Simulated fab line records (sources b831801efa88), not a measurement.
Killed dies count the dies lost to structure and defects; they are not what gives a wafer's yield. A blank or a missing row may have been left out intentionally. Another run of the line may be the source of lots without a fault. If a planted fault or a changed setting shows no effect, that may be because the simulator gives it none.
The tool behind it: which one? + flow sky130 + at 1 step of a route of 708, 6 lots with 18 wafers sampled

== WHAT THE GAUGES READ, wafer by wafer ==
SKY_VT_ADJUST_HVTR_CD_MEAS_07 targets a cd of 380 nm.
| lot  | measured     | on        | cd-nm (nm)        |
|------|--------------|-----------|-------------------|
| L165 | day 10 07:20 | cd-sem-02 | 382.9 382.9 383.1 |
| L166 | day 10 09:40 | cd-sem-02 | 380.8 378.8 377.7 |
| L168 | day 11 02:22 | cd-sem-01 | 378.8 381.3 380.3 |
| L171 | day 12 01:19 | cd-sem-02 | 381.4 379.3 381.8 |
| L174 | day 12 16:17 | cd-sem-01 | 380.1 381.5 379.1 |
| L185 | day 15 23:53 | cd-sem-01 | 378.3 378.6 378.0 |

== WHAT TOOL EACH LOT RAN ON (gives the tool, then ch and the chambers of the sampled wafers, and finally the start) ==
There is no process step in the record ahead of these readings.

== THE ANSWER, worked out from the rows above alone ==
Rule: usual is defined by the lots themselves. Put in order of their means at a reading, lots are off if they are a third of the lots or fewer, leave a main group of 4 or more, and stand apart from it by a gap of 3 or more times the standard deviation of the main group's means; of several such gaps the widest counts. If all means in a main group match to the digits the tables above print for the reading, that group is not used. A lot without any number at a reading at which 4 lots or more have one is off too. The other lots that the step has rows for count as sound.
No lot is off at any reading shown: from this, nothing can be told.

== WHAT THE SIMULATOR HAD PUT IN ==
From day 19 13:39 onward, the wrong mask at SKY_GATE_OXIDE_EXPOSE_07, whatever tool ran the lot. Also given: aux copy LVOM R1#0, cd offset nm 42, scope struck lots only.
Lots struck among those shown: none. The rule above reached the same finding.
